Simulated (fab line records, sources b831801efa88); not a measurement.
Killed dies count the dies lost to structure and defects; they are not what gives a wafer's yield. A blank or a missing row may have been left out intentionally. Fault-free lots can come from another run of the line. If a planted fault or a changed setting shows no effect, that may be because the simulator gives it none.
A struck lot beside a sound one -- flow gf180mcu -- 18 out of 602 route steps
Sound: the wafers L680.4, L680.5, L680.6. The struck wafers were L691.1, L691.3. At the end, the cause is stated.
For every step that has rows: the tool of each side, followed by ch and its chambers, followed by its first start. Under that, the readings that differ: sound wafers -- struck wafers -- difference of the means -- sigmas: that difference in standard deviations of wafers without a fault.
alike: readings with means less than 2 such deviations apart, plus words and numbers identical on both sides. not compared: withheld readings, readings lacking a value on some wafer, bounds such as >300 that could conceal the same value, and numbers that have no deviation in the record and whose values overlap.
A row with sigmas, a row that says differs or no value, or rows on one side alone: a step with any of these is where the two part. When numbers do not overlap yet have no deviation, they are printed without sigmas and do not part them. A reading missing from all wafers of one side parts the sides only when that side holds two or more wafers.

first, 3 steps without rows for these wafers: GF_V3_EXPOSE_11 (exposes mask Via3, target cd 260 nm); GF_V3_PEB_12 (peb time 90 s); GF_V3_DEVELOP_13 (develop time 60 s).
GF_V3_CD_MEAS_14 targets a cd of 260 nm.
  struck on cd sem-01, day 28 05:16; sound on cd sem-01, day 24 07:57
  alike: cd nm
GF_V3_OVL_MEAS_15:
  struck on overlay-01, day 28 05:23; sound on overlay-01, day 24 08:04
  alike: V3_OVL
GF_V3_ETCH_16: etches BARC in N2/H2.
  sound on rie diel-04 ch 0,1, day 24 08:05; struck on rie diel-01 ch 1,3, day 28 05:26
reading,sound,struck,difference,sigmas
drypump motor current A (A),4.8 4.8 6.1,6.4 6.2,+1.1,+2
  alike: oes product au, throttle valve pct
GF_V3_ETCH_17: etches SiO2 in C4F8/O2/Ar, stops on TiN, target depth 635 nm.
  sound: rie diel-04 ch 0,1; struck: rie diel-01 ch 1,3
  alike: oes product au
then, 3 steps without rows for these wafers: GF_V3_STRIP_18 (strips in O2/N2); GF_V3_STRIP_19 (strips in post etch residue remover, time 1200 s); GF_V3_CLEAN_20 (cleans in DIW).
GF_V3_SPUTTER_21: material Ti, target thk 15 nm, time 80.02 s.
  struck on pvd sputter-03, day 28 06:08; sound on pvd sputter-01, day 24 08:46
  alike: cathode dc power W, throttle valve pct
GF_V3_SPUTTER_22: material TiN, target thk 10 nm, time 40 s.
  struck on pvd sputter-03, day 28 06:11; sound on pvd sputter-01, day 24 08:50
  alike: cathode dc power W, throttle valve pct
GF_V3_CVD_23: deposits W, target thk 350 nm, time 104.9 s.
  sound on cvd w-01 ch 0,1, day 24 08:55; struck on cvd w-01 ch 0,1, day 28 06:14
reading,sound,struck,difference,sigmas
model.W_of_V3_CVD_23.thk nm (nm),347 349.7 350.9,162.4 167.9,-184.0,
  alike: heater power w, susceptor temp C
GF_V3_RS_MEAS_24: measurement is done with a four-point probe.
  struck on film metro-03, day 28 06:20; sound on film metro-01, day 24 09:02
reading,sound,struck,difference,sigmas
V3_W_RS (ohm/sq),0.330 0.328 0.326,0.712 0.688,+0.372,+99 or more
GF_V3_THK_MEAS_25: measures by xrf.
  struck on film metro-03, day 28 06:28; sound on film metro-01, day 24 09:08
reading,sound,struck,difference,sigmas
V3_W_THK (nm),339 341 342,160 166,-178,-38
GF_V3_CMP_26: polishes, stops on SiO2, t overpolish 15 s, target thk 0 nm.
  sound on cmp-02 ch 0,3, day 24 09:13; struck on cmp-02 ch 2,3, day 28 06:34
reading,sound,struck,difference,sigmas
time to endpoint s (s),85 86 79,31 43,-46,-12
  alike: motor current A
GF_M4_SPUTTER_00: material Ti, target thk 37.5 nm, time 150 s.
  struck on pvd sputter-02, day 28 06:49; sound on pvd sputter-04, day 24 09:28
  alike: cathode dc power W, throttle valve pct
-- the record jumps here: 6 days lie between the struck wafers' starts before and after (it left off in module M4 and takes up again in module PASSIVATION, whose first step shown is number 602 of the route) --
GF_PASSIVATION_PROBE_99:
  only the struck wafers here have rows in the record (prober-02, day 33 19:32); the sound ones have none

== WHERE THEY PART ==
At GF_V3_ETCH_16 first; at GF_PASSIVATION_PROBE_99 last (within this record only).

WHY: what the simulator had put in
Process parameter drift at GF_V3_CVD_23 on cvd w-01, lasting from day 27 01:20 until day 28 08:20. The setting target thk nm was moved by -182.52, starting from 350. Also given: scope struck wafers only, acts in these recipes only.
